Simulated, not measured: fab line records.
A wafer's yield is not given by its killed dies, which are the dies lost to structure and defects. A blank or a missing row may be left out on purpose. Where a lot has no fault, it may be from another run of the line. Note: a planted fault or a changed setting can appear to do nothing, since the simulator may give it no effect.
Matching of chambers || flow sfq-line || cmp-02 running SFQ_TRILAYER_I3_CMP_CMP_082: 4 sister chambers
The step polishes SiO2. 4 wafers are shown with their chamber, then 9 later ones without.

## WAFERS PAIRED WITH THEIR CHAMBERS
{"wafer": "L166.6", "chamber": 1, "motor-current-A (A)": 9.7}
{"wafer": "L168.3", "chamber": 3, "motor-current-A (A)": 11.3}
{"wafer": "L168.1", "chamber": 2, "motor-current-A (A)": 9.4}
{"wafer": "L168.6", "chamber": 0, "motor-current-A (A)": 9.3}

## WAFERS WITH NO CHAMBER GIVEN
{"wafer": "L169.3", "motor-current-A (A)": 10.0}
{"wafer": "L169.4", "motor-current-A (A)": 9.9}
{"wafer": "L169.6", "motor-current-A (A)": 12.1}
{"wafer": "L180.3", "motor-current-A (A)": 12.0}
{"wafer": "L180.1", "motor-current-A (A)": 9.0}
{"wafer": "L180.6", "motor-current-A (A)": 11.6}
{"wafer": "L181.3", "motor-current-A (A)": 9.7}
{"wafer": "L181.4", "motor-current-A (A)": 9.1}
{"wafer": "L181.5", "motor-current-A (A)": 9.6}

## WHICH CHAMBER EACH ONE RAN IN
{"wafer": "L169.3", "from the rows above": "can't be placed: 1 or 2 or 0", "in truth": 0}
{"wafer": "L169.4", "from the rows above": "can't be placed: 1 or 2 or 0", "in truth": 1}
{"wafer": "L169.6", "from the rows above": 3, "in truth": 3}
{"wafer": "L180.3", "from the rows above": 3, "in truth": 3}
{"wafer": "L180.1", "from the rows above": "can't be placed: 0 or 2 or 1", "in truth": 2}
{"wafer": "L180.6", "from the rows above": 3, "in truth": 3}
{"wafer": "L181.3", "from the rows above": "can't be placed: 1 or 2 or 0", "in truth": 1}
{"wafer": "L181.4", "from the rows above": "can't be placed: 0 or 2 or 1", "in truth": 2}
{"wafer": "L181.5", "from the rows above": "can't be placed: 1 or 2 or 0", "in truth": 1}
3 of 9 placed correctly. Cannot be placed on the basis of these rows: 6; the candidates contain the true chamber in 6. Wrongly placed: 0.
How it was worked out, from the rows above alone: a wafer's distance from a chamber is the root of the sum, over the readings, of the square of ((its reading less the chamber's mean) divided by the reading's scatter). If the next closest chamber is less than 2 further off than the closest, the wafer can't be placed; otherwise it belongs to the closest. A chamber's mean is the mean of its shown wafers. The scatter (one wafer shown for each chamber): square how far every hidden wafer sits from the nearest shown wafer, average those squares and take the square root.
